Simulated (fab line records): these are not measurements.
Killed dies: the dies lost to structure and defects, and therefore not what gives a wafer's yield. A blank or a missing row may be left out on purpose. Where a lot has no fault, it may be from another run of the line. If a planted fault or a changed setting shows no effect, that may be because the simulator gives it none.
Comparing a struck lot with a sound one / flow gf180mcu / 14 out of 602 route steps
Sound: wafers L772.1, L772.4, L772.5. Wafers L770.1, L770.3, L770.5 were the ones struck. The cause is given at the end.
Per side, at each step with rows, come the tool, then ch with its chambers, and then its first start. Under that, the readings that differ: sound wafers / struck wafers / difference of the means / sigmas: that difference in standard deviations of wafers without a fault.
alike: readings whose means differ by less than 2 such deviations, and words and numbers that are the same on both sides. not compared: withheld readings, readings that some wafer has no value for, bounds like >300 that may hide the same value, and numbers for which the record gives no deviation and whose values overlap.
The two part at a step that has a row with sigmas, a row that says differs or no value, or rows on one side only. Numbers that have no deviation but don't overlap get no sigmas and don't part them. A reading missing from all wafers of one side parts the sides only when that side holds two or more wafers.

GF_NSD_STRIP_11: strips in O2/N2.
  sound on plasmaAsher-01 ch 0,1, day 17 06:16; struck on plasmaAsher-01 ch 0,1, day 16 20:13
  alike: chamberPressureMTorr, drypumpMotorCurrentA, heaterPowerW, n2FlowSccm, oesProductAu, stripTimeToEndpointS
  not compared: rfHoursCounterH
GF_NSD_TW_MEAS_12:
  sound on filmMetro-04, day 17 06:22; struck on filmMetro-01, day 16 20:19
  alike: NSD_TW
then, 7 steps without rows for these wafers: GF_PSD_DEHYDRATE_00 (time 60 s); GF_PSD_HMDS_01 (prime time 60 s); GF_PSD_COAT_02 (resist thk 1000 nm); GF_PSD_SOFTBAKE_03 (time 60 s); GF_PSD_EXPOSE_04 (exposes mask Pplus, target cd 400 nm); GF_PSD_PEB_05; GF_PSD_DEVELOP_06 (develop time 61.02 s).
GF_PSD_CD_MEAS_07: target cd 400 nm.
  sound on cdSem-02, day 18 07:40; struck on cdSem-01, day 17 20:18
reading=cdNm (nm); sound=402.3 402.7 403.1; struck=397.2 399.2 398.0; difference=-4.6; sigmas=-2
GF_PSD_OVL_MEAS_08:
  sound on overlay-01, day 18 07:47; struck on overlay-01, day 17 20:25
  alike: PSD_OVL
after that, 1 step had no rows for these wafers: GF_PSD_IMPLANT_09.
GF_PSD_STRIP_10: strips in O2/N2.
  sound on plasmaAsher-03 ch 0,1, day 18 07:58; struck on plasmaAsher-01 ch 0,1, day 17 20:37
  no value came back on the struck wafers for any of 6 readings (chamberPressureMTorr (mTorr), drypumpMotorCurrentA (A) and others); on the sound wafers chamberPressureMTorr (mTorr) reads 1498.9 1500.5 1499.7
reading=model.NOVOLAK_of_PSD_COAT_02.thkNm (nm); sound=0 0 0; struck=998.3 1000 999.6; difference=+999.3; sigmas=
  not compared: rfHoursCounterH
GF_PSD_TW_MEAS_11:
  sound on filmMetro-04, day 18 08:04; struck on filmMetro-02, day 17 20:43
reading=PSD_TW; sound=3129 3112 3121; struck=3193 3201 3206; difference=+79; sigmas=+2

WHERE THEY PART
Last at GF_PSD_TW_MEAS_11 as far as this record goes, first at GF_PSD_CD_MEAS_07.

WHY: the cause the simulator had injected
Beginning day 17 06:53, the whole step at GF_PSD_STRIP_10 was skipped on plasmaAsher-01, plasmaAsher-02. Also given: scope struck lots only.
